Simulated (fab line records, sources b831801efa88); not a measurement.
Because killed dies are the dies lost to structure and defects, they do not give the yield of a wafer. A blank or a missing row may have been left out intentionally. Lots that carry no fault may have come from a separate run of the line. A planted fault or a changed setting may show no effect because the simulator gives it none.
The same fault as seen by 2 desks :: flow gf180mcu :: what lay behind the numbers comes last; until then each desk has only its own

## FOR THE TOOL OWNER'S DESK: rieDiel-01
The tool's own readings at GF_V2_ETCH_16 (etches BARC in N2/H2): means of the sampled wafers that have a number, for each lot that ran on this tool. The brackets show how far a lot's mean lies from the usual mean; more than 4 standard deviations puts the lot out of limits, marked OUT.
Columns: A = biasW at GF_V2_ETCH_16, usual 100.0 W; B = drypumpMotorCurrentA at GF_V2_ETCH_16, usual 5.7 A; C = oesProductAu at GF_V2_ETCH_16, usual 0.854 a.u.; D = throttleValvePct at GF_V2_ETCH_16, usual 13.224 %
lot: L522
first seen here: day 20 11:56
A: 100.2
B: 6.0
C: 0.852
D: 13.220

lot: L531
first seen here: day 24 10:25
A: 99.7
B: 5.8
C: 0.851
D: 13.228

lot: L533
first seen here: day 24 21:58
A: 100.1
B: 5.3
C: 0.853
D: 13.219

lot: L537
first seen here: day 26 05:05
A: 99.7
B: 6.0
C: 0.859
D: 13.237

lot: L542
first seen here: day 27 10:05
A: 96.3 (-12) OUT
B: 6.2
C: 0.856
D: 13.220

lot: L543
first seen here: day 27 15:13
A: 96.7 (-11) OUT
B: 5.9
C: 0.854
D: 13.228
This desk finds L542, L543 out of limits, L542 being first, at day 27 10:05 (biasW at GF_V2_ETCH_16). L522, L531, L533, L537 stayed within limits.

## AT THE METROLOGY DESK
What the gauges read, lot by lot, whatever tool the lot ran on: means of the sampled wafers that have a number. The brackets show how far a lot's mean lies from the usual mean; more than 4 standard deviations puts the lot out of limits, marked OUT.
Columns: A = V2_CVD_00_THK at GF_V2_THK_MEAS_01, usual 597 nm
lot: L521
first seen here: day 19 02:21
A: 596

lot: L522
first seen here: day 19 10:47
A: 604

lot: L523
first seen here: day 19 17:50
A: 599

lot: L524
first seen here: day 20 06:35
A: 595

lot: L526
first seen here: day 21 04:10
A: 594

lot: L527
first seen here: day 21 13:15
A: 589

lot: L528
first seen here: day 22 00:52
A: 597

lot: L529
first seen here: day 22 16:23
A: 604

lot: L531
first seen here: day 23 10:37
A: 599

lot: L533
first seen here: day 24 00:02
A: 599

lot: L537
first seen here: day 25 07:27
A: 596

lot: L542
first seen here: day 26 12:33
A: 594

lot: L543
first seen here: day 26 18:16
A: 607
This desk found nothing out of limits on any of the 13 lots.

## BROUGHT TOGETHER
On L542, L543, at day 27 10:05, an alarm was possible from the tool owner's desk.
At the metrology desk, nothing out of limits was observed.
The metrology desk holds a record of L542, L543, inside its limits.
Every lot named ran GF_V2_ETCH_16 on rieDiel-01.

## WHAT THE SIMULATOR PUT IN
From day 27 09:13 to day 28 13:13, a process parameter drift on rieDiel-01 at GF_V2_ETCH_16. From 100, the setting biasW moved by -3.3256. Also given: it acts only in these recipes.
Shown lots that were struck: L542, L543.
How many hours passed from the start of the fault until each desk's first out-of-limits reading: the tool owner's desk, 1.
